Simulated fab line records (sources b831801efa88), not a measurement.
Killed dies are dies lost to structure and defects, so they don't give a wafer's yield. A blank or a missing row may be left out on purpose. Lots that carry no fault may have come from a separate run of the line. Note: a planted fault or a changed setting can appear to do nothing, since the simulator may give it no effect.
Matching of chambers -- flow gf180mcu -- 4 sister chambers for GF_V1_CMP_26 on cmp-01
The step polishes, stops on SiO2, t overpolish 15 s, target thk 0 nm. 8 wafers are shown with their chamber, then 8 later ones without.

== WAFERS, EACH WITH ITS CHAMBER ==
wafer,chamber,motorCurrentA (A),timeToEndpointS (s)
L354.4,3,10.6,85
L358.2,1,11.2,84
L358.3,0,11.3,87
L358.5,3,10.4,83
L360.1,1,11.1,85
L360.4,2,12.0,90
L360.6,0,11.0,87
L361.3,2,11.2,86

== WAFERS WHOSE CHAMBER IS MISSING ==
wafer,motorCurrentA (A),timeToEndpointS (s)
L361.4,11.5,88
L361.6,10.8,90
L366.3,11.6,90
L366.4,11.1,89
L366.6,11.4,87
L367.3,12.3,88
L367.4,10.5,90
L367.5,11.9,86

== THE CHAMBER EACH PASSED THROUGH ==
wafer,from the rows above,in truth
L361.4,can't be placed: 2 or 0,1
L361.6,can't be placed: 0 or 2 or 1 or 3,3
L366.3,can't be placed: 2 or 0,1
L366.4,can't be placed: 0 or 2 or 1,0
L366.6,can't be placed: 0 or 2 or 1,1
L367.3,can't be placed: 2 or 0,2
L367.4,can't be placed: 0 or 3 or 2 or 1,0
L367.5,can't be placed: 2 or 0 or 1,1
0 of 8 placed correctly. Unplaceable from these rows: 8, with the true chamber sitting among the candidates in 6. Placed wrongly: 0.
How it was worked out, from the rows above alone: a wafer's distance from a chamber is the root of the sum, over the readings, of the square of ((its reading less the chamber's mean) divided by the reading's scatter). The wafer belongs to the nearest chamber; if the next one is less than 2 further off, it can't be placed. A chamber's mean is the mean of its shown wafers. The scatter is the square root of a quotient: the sum, over the shown wafers, of each reading's squared deviation from its chamber's mean, divided by wafers minus chambers.
